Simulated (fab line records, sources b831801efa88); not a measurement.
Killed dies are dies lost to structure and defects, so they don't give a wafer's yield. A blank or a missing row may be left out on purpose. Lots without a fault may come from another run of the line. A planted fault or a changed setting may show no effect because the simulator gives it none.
Chamber matching | flow sky130 | SKY_CONTACT_CMP_04 on cmp-02: 4 sister chambers
The step polishes SiO2. 8 wafers are shown with their chamber, then 12 later ones without.

WAFERS WITH THEIR CHAMBER
wafer  | chamber | motor_current_A (A) | time_to_endpoint_s (s)
L080.5 | 0       | 11.8                | 74
L082.4 | 0       | 11.6                | 80
L082.6 | 1       | 12.6                | 82
L084.2 | 3       | 11.5                | 79
L084.6 | 2       | 11.7                | 78
L086.2 | 2       | 12.9                | 81
L086.4 | 1       | 12.3                | 80
L086.6 | 3       | 11.8                | 80

WAFERS WITHOUT THEIR CHAMBER
wafer  | motor_current_A (A) | time_to_endpoint_s (s)
L087.2 | 11.4                | 74
L087.4 | 12.1                | 78
L087.5 | 12.1                | 80
L090.1 | 12.3                | 85
L090.4 | 12.1                | 83
L090.6 | 11.1                | 82
L092.1 | 12.0                | 77
L092.3 | 13.0                | 79
L092.4 | 11.8                | 80
L096.2 | 12.3                | 73
L096.4 | 11.6                | 74
L096.5 | 12.2                | 75

WHICH CHAMBER EACH WENT THROUGH
wafer  | from the rows above               | in truth
L087.2 | can't be placed: 0 or 3 or 2      | 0
L087.4 | can't be placed: 2 or 0 or 3 or 1 | 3
L087.5 | can't be placed: 2 or 1 or 3 or 0 | 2
L090.1 | can't be placed: 1 or 2 or 3 or 0 | 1
L090.4 | can't be placed: 1 or 2 or 3 or 0 | 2
L090.6 | can't be placed: 3 or 0 or 2 or 1 | 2
L092.1 | can't be placed: 0 or 2 or 3 or 1 | 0
L092.3 | can't be placed: 1 or 2 or 0 or 3 | 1
L092.4 | can't be placed: 3 or 2 or 0 or 1 | 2
L096.2 | can't be placed: 0 or 2 or 3 or 1 | 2
L096.4 | can't be placed: 0 or 3 or 2      | 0
L096.5 | can't be placed: 0 or 2 or 3 or 1 | 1
Placed correctly: 0 of 12. Can't be placed from these rows: 12 (the true chamber is among the candidates in 12). Placed wrongly: 0.
How it was worked out, from the rows above alone: a wafer's distance from a chamber is the root of the sum, over the readings, of the square of ((its reading less the chamber's mean) divided by the reading's scatter). The wafer belongs to the nearest chamber; if the next one is less than 2 further off, it can't be placed. A chamber's mean is the mean of its shown wafers. The scatter: the root of (the sum of the squares of (reading less its chamber's mean) over the shown wafers, divided by (wafers less chambers)).
